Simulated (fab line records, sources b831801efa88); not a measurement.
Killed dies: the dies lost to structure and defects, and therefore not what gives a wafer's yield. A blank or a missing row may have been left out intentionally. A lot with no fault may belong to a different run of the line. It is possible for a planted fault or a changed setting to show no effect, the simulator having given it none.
fab line records -- flow sky130
[record] lots = 13, wafers = 39, last_day = 50
route steps=708 shown CAPM@550 VIA3@587 VIA4@639 METAL5@675 PAD_OPEN@708
lots that met no fault: from a run of the same line without faults
start_h: hours from the record's opening day to when the first of the lot's shown wafers began -- wait_h: hours from the lot's prior step to this one -- " unchanged from the row above -- L1.1+2: a row that stands for several wafers -- - no value present, or no start provided -- * or withheld: withheld -- < > ~ a bound
route shown NAME@n: names a module that has steps shown in the file, with the first one's number in the route -- usual: mean and standard deviation over wafers with no fault -- same: alike in all rows -- chamber/n: place in a boat -- sites: readings site by site -- _std_site: standard deviation across them -- _edge_site: mean of outer sites minus mean of inner sites -- radius_mm: for every site, how far away it sits from the centre of the wafer -- mask NAME#n: copy n -- behind: tool/chamber where the wafer was last shaped -- hold: what put the lot on hold/how long, in hours/how the hold closed -- device: which transistor (n, p or np) failed to switch -- end of line: the route-end tests of the same wafers -- a step with no rows: only its recipe -- killed: dies that structure and defects cost at the first sort, which is not the same as the wafer's yield -- map: a wafer's dies, x killed, . not, _ none there
set.NAME: setting as actually run; set.NAME@STEP: the setting as run at that earlier step -- model.NAME: the simulator's own value behind a step, which no gauge read
the route's steps for a sample of lots (tables are steps, rows are wafers)
services: the hour from which a tool's chamber was out of use, counted from the record's first day as start_h (under 0 if before that day), plus the number of hours and why
[[steps]]
[step SKY_CAPM_METAL_ETCH_13]
[recipe] target_depth_nm = 220, stop_on = SiO2, chemistry = Cl2/BCl3, target = TiN, pressure_mtorr = 10, icp_w = 900, bias_w = 48.5, Cl2_flow_sccm = 60, bcl3_flow_sccm = 30, time_s = 62.9
[usual] drypump_motor_current_A = 5.6/0.48, oes_product_au = 0.942/0.0077, throttle_valve_pct = 21.903/0.01
lot.wafer,tool,chamber,start_h,wait_h,drypump_motor_current_A,oes_product_au,rf_hours_counter_h,throttle_valve_pct
L442.3,rie_metal-02,0,895.22,0.0,6.3,0.936,-,21.923
L442.4,rie_metal-02,1,895.22,0.0,5.3,0.940,-,21.899
L442.5,rie_metal-02,0,895.22,0.0,6.3,0.922,-,21.920
L444.4,rie_metal-02,0,903.28,0.0,6.3,0.927,-,21.905
L444.5,rie_metal-02,1,903.28,0.0,5.3,0.941,-,21.894
L444.6,rie_metal-02,0,903.28,0.0,6.3,0.944,-,21.911
L445.1,rie_metal-03,0,910.40,0.0,5.1,0.939,13,21.910
L445.2,rie_metal-03,0,910.40,0.0,5.2,0.938,-,21.903
L445.4,rie_metal-03,0,910.40,0.0,5.2,0.931,-,21.924
L447.1,rie_metal-02,0,922.40,0.0,6.3,0.942,15,21.903
L447.3,rie_metal-02,0,922.40,0.0,6.3,0.937,-,21.899
L447.4,rie_metal-02,1,922.40,0.0,5.3,0.950,-,21.906
L448.2,rie_metal-02,0,934.69,0.0,6.4,0.948,15,21.892
L448.5,rie_metal-02,0,934.69,0.0,6.4,0.955,-,21.904
L448.6,rie_metal-02,1,934.69,0.0,5.3,0.938,-,21.913
L449.2,rie_metal-02,0,945.70,0.0,6.4,0.943,16,21.915
L449.3,rie_metal-02,0,945.70,0.0,6.3,0.939,-,21.916
L449.6,rie_metal-02,0,945.70,0.0,6.3,0.928,-,21.930
L451.1,rie_metal-02,0,955.50,0.0,6.3,0.934,16,21.894
L451.4,rie_metal-02,0,955.50,0.0,6.3,0.938,-,21.912
L451.6,rie_metal-02,0,955.50,0.0,6.3,0.934,-,21.910
L452.1,rie_metal-03,1,963.45,0.0,6.0,0.952,2,21.891
L452.3,rie_metal-03,1,963.45,0.0,6.0,0.939,-,21.891
L452.6,rie_metal-03,0,963.45,0.0,5.1,0.953,-,21.903
L453.2,rie_metal-02,0,970.10,0.0,6.4,0.955,17,21.901
L453.5,rie_metal-02,0,970.10,0.0,6.3,0.949,-,21.886
L453.6,rie_metal-02,1,970.10,0.0,5.3,0.944,-,21.910
L455.1,rie_metal-01,1,982.95,0.0,5.2,0.934,16,21.898
L455.3,rie_metal-01,1,982.95,0.0,5.2,0.944,-,21.901
L455.4,rie_metal-01,0,982.95,0.0,5.4,0.949,-,21.914
L460.2,rie_metal-03,0,1009.20,0.0,5.1,0.931,17,21.906
L460.3,rie_metal-03,1,1009.20,0.0,6.0,0.940,-,21.891
L460.5,rie_metal-03,0,1009.20,0.0,5.1,0.935,-,21.906
L461.1,rie_metal-02,0,1016.75,0.0,6.4,0.953,20,21.912
L461.2,rie_metal-02,1,1016.75,0.0,5.3,0.931,9,21.906
L461.6,rie_metal-02,1,1016.75,0.0,5.3,0.933,-,21.892
L464.3,rie_metal-03,1,1035.48,0.0,6.0,0.950,-,21.908
L464.4,rie_metal-03,0,1035.48,0.0,5.2,0.938,-,21.893
L464.5,rie_metal-03,1,1035.48,0.0,6.0,0.944,-,21.906
[step SKY_VIA3_ETCH_14]
[recipe] chemistry = N2/H2, target = BARC, ion_energy_ev = 200, source_w = 500, bias_w = 100, pressure_mtorr = 30, n2_flow_sccm = 100, h2_flow_sccm = 200, stop_on = SiO2, time_s = 45.9, target_depth_a = 600
[usual] drypump_motor_current_A = 5.8/0.4, oes_product_au = 0.854/0.0042, throttle_valve_pct = 13.225/0.0083
lot.wafer,tool,chamber,start_h,wait_h,drypump_motor_current_A,oes_product_au,rf_hours_counter_h,throttle_valve_pct
L442.3,rie_diel-02,2,947.93,0.0,6.5,0.852,24,13.216
L442.4,rie_diel-02,1,947.93,0.0,6.3,0.847,-,13.219
L442.5,rie_diel-02,2,947.93,0.0,6.5,0.851,-,13.233
L444.4,rie_diel-01,2,956.72,0.0,5.6,0.850,8,13.230
L444.5,rie_diel-01,2,956.72,0.0,5.6,0.853,-,13.241
L444.6,rie_diel-01,3,956.72,0.0,6.0,0.854,-,13.221
L445.1,rie_diel-02,1,963.67,0.0,6.4,0.852,20,13.227
L445.2,rie_diel-02,2,963.67,0.0,6.4,0.863,24,13.202
L445.4,rie_diel-02,0,963.67,0.0,5.1,0.857,16,13.225
L447.1,rie_diel-02,3,974.33,0.0,5.5,0.859,16,13.212
L447.3,rie_diel-02,2,974.33,0.0,6.5,0.857,25,13.235
L447.4,rie_diel-02,1,974.33,0.0,6.3,0.858,20,13.220
L448.2,rie_diel-02,2,985.78,0.0,6.5,0.855,25,13.226
L448.5,rie_diel-02,0,985.78,0.0,5.1,0.855,-,13.224
L448.6,rie_diel-02,1,985.78,0.0,6.3,0.854,-,13.219
L449.2,rie_diel-02,1,996.06,0.0,6.3,0.864,21,13.230
L449.3,rie_diel-02,0,996.06,0.0,5.1,0.854,17,13.220
L449.6,rie_diel-02,0,996.06,0.0,5.1,0.861,-,13.226
L451.1,rie_diel-04,0,1006.58,0.0,5.8,0.848,24,13.231
L451.4,rie_diel-04,3,1006.58,0.0,6.2,0.853,23,13.225
L451.6,rie_diel-04,1,1006.58,0.0,5.6,0.859,-,13.229
L452.1,rie_diel-02,3,1012.56,0.0,5.5,0.861,17,13.235
L452.3,rie_diel-02,2,1012.56,0.0,6.5,0.853,26,13.219
L452.6,rie_diel-02,3,1012.56,0.0,5.5,0.855,-,13.237
L453.2,rie_diel-01,2,1018.46,0.0,5.6,0.855,10,13.222
L453.5,rie_diel-01,3,1018.46,0.0,6.0,0.851,-,13.220
L453.6,rie_diel-01,2,1018.46,0.0,5.6,0.856,-,13.238
L455.1,rie_diel-01,0,1032.18,0.0,5.9,0.859,5,13.225
L455.3,rie_diel-01,1,1032.18,0.0,5.5,0.854,8,13.213
L455.4,rie_diel-01,0,1032.18,0.0,5.9,0.852,-,13.211
L460.2,rie_diel-04,1,1057.38,0.0,5.6,0.847,16,13.226
L460.3,rie_diel-04,3,1057.38,0.0,6.2,0.850,26,13.217
L460.5,rie_diel-04,0,1057.38,0.0,5.9,0.855,-,13.227
L461.1,rie_diel-04,0,1063.92,0.0,5.9,0.853,26,13.224
L461.2,rie_diel-04,2,1063.92,0.0,6.1,0.849,0,13.225
L461.6,rie_diel-04,1,1063.92,0.0,5.6,0.852,-,13.218
L464.3,rie_diel-04,2,1081.32,0.0,6.0,0.852,0,13.232
L464.4,rie_diel-04,1,1081.32,0.0,5.6,0.861,-,13.212
L464.5,rie_diel-04,0,1081.32,0.0,5.9,0.861,-,13.232
[step SKY_VIA4_HDPCVD_00]
[recipe] material = SiO2, target_thk_nm = 1750, sigma_open_frac = 0.3, time_s = 291.7, temp_c = 400, sih4_flow_sccm = 60, pressure_mtorr = 6
lot.wafer,tool,chamber,start_h,wait_h
L442.3+4+5,hdpcvd-01,"0,2,0",999.39,0.0
L444.4+5+6,hdpcvd-02,"2,0,1",1007.98,0.1
L445.1+2+4,hdpcvd-02,"1,2,2",1014.04,0.0
L447.1+3+4,hdpcvd-01,"0,1,0",1024.64,0.0
L448.2+5+6,hdpcvd-02,"1,0,1",1034.62,0.0
L449.2+3+6,hdpcvd-01,"2,0,2",1044.07,0.0
L451.1+4+6,hdpcvd-02,"1,1,2",1055.74,0.0
L452.1+3+6,hdpcvd-02,"2,0,1",1060.42,0.0
L453.2+5+6,hdpcvd-02,"0,1,2",1066.12,0.0
L455.1+3+4,hdpcvd-01,"1,2,0",1079.98,0.0
L460.2+3+5,hdpcvd-02,"1,2,1",1102.94,0.0
L461.1+2+6,hdpcvd-02,"0,2,1",1108.62,0.0
L464.3+4+5,hdpcvd-01,"1,2,0",1125.73,0.0
[step SKY_METAL5_DESCUM_14]
[recipe] chemistry = O2, source_power_w = 150, bias_power_w = 0, pressure_mtorr = 10, temp_c = 40, time_s = 11
[usual] drypump_motor_current_A = 5.5/0.41, oes_product_au = 0.997/0.01
lot.wafer,tool,chamber,start_h,wait_h,drypump_motor_current_A,oes_product_au,rf_hours_counter_h
L442.3,rie_metal-03,0,1047.02,0.1,5.1,0.989,-
L442.4,rie_metal-03,1,1047.02,0.1,6.0,0.993,-
L442.5,rie_metal-03,1,1047.02,0.1,6.0,0.983,-
L444.4,rie_metal-03,1,1055.68,0.1,6.0,0.994,-
L444.5,rie_metal-03,0,1055.68,0.1,5.2,0.988,-
L444.6,rie_metal-03,1,1055.68,0.1,6.0,1.003,-
L445.1,rie_metal-03,1,1060.87,0.1,6.0,0.988,8
L445.2,rie_metal-03,0,1060.87,0.1,5.2,0.983,21
L445.4,rie_metal-03,0,1060.87,0.1,5.1,0.988,-
L447.1,rie_metal-03,0,1070.87,0.1,5.1,0.988,22
L447.3,rie_metal-03,1,1070.87,0.1,6.0,0.989,-
L447.4,rie_metal-03,0,1070.87,0.1,5.2,0.993,-
L448.2,rie_metal-01,1,1080.22,0.1,5.3,1.004,23
L448.5,rie_metal-01,1,1080.22,0.1,5.2,1.009,-
L448.6,rie_metal-01,0,1080.22,0.1,5.4,1.014,-
L449.2,rie_metal-02,1,1088.42,0.1,5.3,1.003,14
L449.3,rie_metal-02,1,1088.42,0.1,5.3,1.014,-
L449.6,rie_metal-02,0,1088.42,0.1,6.4,1.002,-
L451.1,rie_metal-03,0,1100.61,0.1,5.1,0.994,24
L451.4,rie_metal-03,1,1100.61,0.1,6.0,1.000,-
L451.6,rie_metal-03,0,1100.61,0.1,5.2,0.987,-
L452.1,rie_metal-01,0,1104.16,0.1,5.4,1.019,19
L452.3,rie_metal-01,0,1104.16,0.1,5.4,1.016,-
L452.6,rie_metal-01,1,1104.16,0.1,5.3,1.006,-
L453.2,rie_metal-02,0,1109.22,0.1,6.3,1.005,2
L453.5,rie_metal-02,1,1109.22,0.1,5.3,1.008,-
L453.6,rie_metal-02,0,1109.22,0.1,6.4,1.001,-
L455.1,rie_metal-03,1,1122.92,0.1,6.0,0.989,13
L455.3,rie_metal-03,0,1122.92,0.1,5.1,0.992,-
L455.4,rie_metal-03,1,1122.92,0.1,6.0,0.993,-
L460.2,rie_metal-01,1,1143.87,0.1,5.3,1.010,28
L460.3,rie_metal-01,0,1143.87,0.1,5.4,1.009,-
L460.5,rie_metal-01,0,1143.87,0.1,5.4,1.003,-
L461.1,rie_metal-02,1,1149.27,0.1,5.3,1.017,19
L461.2,rie_metal-02,0,1149.27,0.1,6.3,0.995,5
L461.6,rie_metal-02,1,1149.27,0.1,5.3,1.007,-
L464.3,rie_metal-01,1,1164.27,0.1,5.3,1.001,-
L464.4,rie_metal-01,0,1164.27,0.1,5.4,0.987,-
L464.5,rie_metal-01,0,1164.27,0.1,5.4,0.996,-
[step SKY_PAD_OPEN_PROBE_99]
[usual] defect_limited_yield = 82.5/1.9, killed_at_M0_to_M3 = 42/7.2, killed_at_M4_up = 3.5/1.8, killed_at_contacts = 25/5.7, killed_at_front_end = 16/4.6, killed_at_other = 0.2/0.41, killed_dies = 86/9.3, killed_open = 47/6.3, killed_short = 39/5.9
[same] gross_dies = 492, killed_at_back_side = 0
lot.wafer,tool,chamber,start_h,wait_h,defect_limited_yield[%],killed_at_M0_to_M3,killed_at_M4_up,killed_at_contacts,killed_at_front_end,killed_at_other,killed_dies,killed_open,killed_short
L451.1,prober-01,-,1143.86,0.1,83.9,39,5,21,14,0,79,41,38
L451.4,prober-01,-,1144.01,0.2,82.5,44,5,25,12,0,86,47,39
L451.6,prober-01,-,1144.11,0.2,83.3,35,5,30,12,0,82,49,33
L460.2,prober-02,-,1183.40,0.1,75.2,38,47,23,14,0,122,43,35
L460.3,prober-02,-,1183.45,0.2,83.7,44,4,13,19,0,80,52,28
L460.5,prober-02,-,1183.55,0.2,73.0,47,45,23,18,0,133,42,47
L461.1,prober-01,-,1187.24,0.1,82.7,42,2,25,16,0,85,47,38
L461.2,prober-01,-,1187.29,0.1,82.7,41,4,29,11,0,85,42,43
L461.6,prober-01,-,1187.49,0.2,75.2,41,49,16,16,0,122,42,31
// killed by level:class
L451.1 VIA1:geometric_particle:open=10 VIA1:geometric_particle:short=7 LI_CONTACT:geometric_particle:open=6 VIA3:geometric_particle:open=6 CONTACT:geometric_particle:open=6 FIELD_ISO:geometric_particle:short=4 CONTACT:geometric_particle:short=4 VIA2:geometric_particle:open=4
L451.4 CONTACT:geometric_particle:open=9 VIA1:geometric_particle:open=8 LI_CONTACT:geometric_particle:open=8 VIA2:geometric_particle:open=8 VIA2:geometric_particle:short=5 METAL1:geometric_particle:short=5 FIELD_ISO:geometric_particle:open=4 CONTACT:geometric_particle:short=4
L451.6 CONTACT:geometric_particle:open=14 VIA1:geometric_particle:open=9 LI_CONTACT:geometric_particle:open=7 METAL1:geometric_particle:short=6 CONTACT:geometric_particle:short=5 FIELD_ISO:geometric_particle:short=4 METAL2:geometric_particle:short=4 VIA2:geometric_particle:open=4
L460.2 VIA4:unspecified=44 VIA1:geometric_particle:open=10 LI_CONTACT:geometric_particle:open=8 CONTACT:geometric_particle:open=7 VIA2:geometric_particle:open=5 FIELD_ISO:geometric_particle:short=4 VIA1:geometric_particle:short=4 LI_CONTACT:geometric_particle:short=3
L460.3 VIA1:geometric_particle:open=11 LI_CONTACT:geometric_particle:open=7 POLY_GATE:geometric_particle:open=6 VIA3:geometric_particle:open=6 VIA2:geometric_particle:open=6 FIELD_ISO:geometric_particle:short=4 POLY_GATE:geometric_particle:short=4 VIA3:geometric_particle:short=4
L460.5 VIA4:unspecified=44 VIA1:geometric_particle:open=11 VIA1:geometric_particle:short=6 METAL2:geometric_particle:short=6 VIA2:geometric_particle:open=6 VIA3:geometric_particle:short=5 LI_CONTACT:geometric_particle:open=5 LOCAL_INTERCONNECT:geometric_particle:short=5
L461.1 VIA3:geometric_particle:open=10 CONTACT:geometric_particle:open=8 METAL2:geometric_particle:short=7 VIA2:geometric_particle:open=7 CONTACT:geometric_particle:short=5 POLY_GATE:geometric_particle:open=5 VIA1:geometric_particle:open=5 LI_CONTACT:geometric_particle:open=5
L461.2 CONTACT:geometric_particle:open=12 VIA1:geometric_particle:open=11 LOCAL_INTERCONNECT:geometric_particle:short=6 METAL1:geometric_particle:short=5 LI_CONTACT:geometric_particle:short=5 VIA2:geometric_particle:short=5 VIA3:geometric_particle:short=5 FIELD_ISO:geometric_particle:open=4
L461.6 VIA4:unspecified=49 VIA2:geometric_particle:open=11 CONTACT:geometric_particle:open=9 FIELD_ISO:geometric_particle:short=7 VIA3:geometric_particle:open=6 VIA1:geometric_particle:short=5 METAL1:geometric_particle:short=4 VIA1:geometric_particle:open=4
[[services]]
tool,chamber,start_h,hours,kind
rie_metal-03,1,871.88,25.6,repair
rie_metal-01,-,884.14,0.3,repair
rie_diel-02,-,915.39,0.5,repair
hdpcvd-01,-,915.88,0.8,pm
rie_diel-02,3,939.45,8.9,repair
hdpcvd-01,-,950.25,15.0,pm
hdpcvd-01,-,962.41,1.6,repair
rie_metal-03,0,982.63,2.7,repair
rie_metal-03,1,984.74,4.0,repair
rie_diel-01,0,1015.19,13.5,repair
hdpcvd-02,-,1018.07,6.0,pm
rie_diel-04,0,1021.34,11.6,repair
rie_metal-01,0,1033.46,1.9,repair
hdpcvd-02,0,1042.13,5.0,repair
rie_metal-01,0,1042.65,16.9,repair
rie_diel-02,-,1045.57,0.1,repair
rie_metal-01,1,1048.55,8.3,repair
rie_metal-03,-,1067.22,0.6,repair
rie_metal-01,-,1068.86,2.8,pm
rie_diel-04,3,1080.06,8.3,repair
rie_diel-02,0,1118.83,8.6,repair
rie_diel-01,-,1120.54,14.6,pm
rie_diel-02,2,1157.64,21.9,repair
hdpcvd-02,0,1161.81,6.9,repair
[[key]]
[first_sign] step = SKY_PAD_OPEN_PROBE_99, reading = killed_at_M4_up, direction = up, sigmas = 24, usual = 3.5, struck = 47
[effect] step = SKY_PAD_OPEN_PROBE_99, reading = killed_dies, direction = up, sigmas = 4.2, usual = 86, struck = 126
met_at SKY_VIA4_HDPCVD_00
struck_lots L460,L461
struck_wafers L460.2,L460.5,L461.6
not_acting_at SKY_CAPM_METAL_ETCH_13,SKY_VIA3_ETCH_14,SKY_METAL5_DESCUM_14
onset_between 1066.12 1102.94
[fault] kind = chamber_particle_source, tool = hdpcvd-02, chamber = 1, onset_h = 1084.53, steps = SKY_VIA4_HDPCVD_00, rate_per_visit_cm2 = 0.47291, end_h = 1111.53
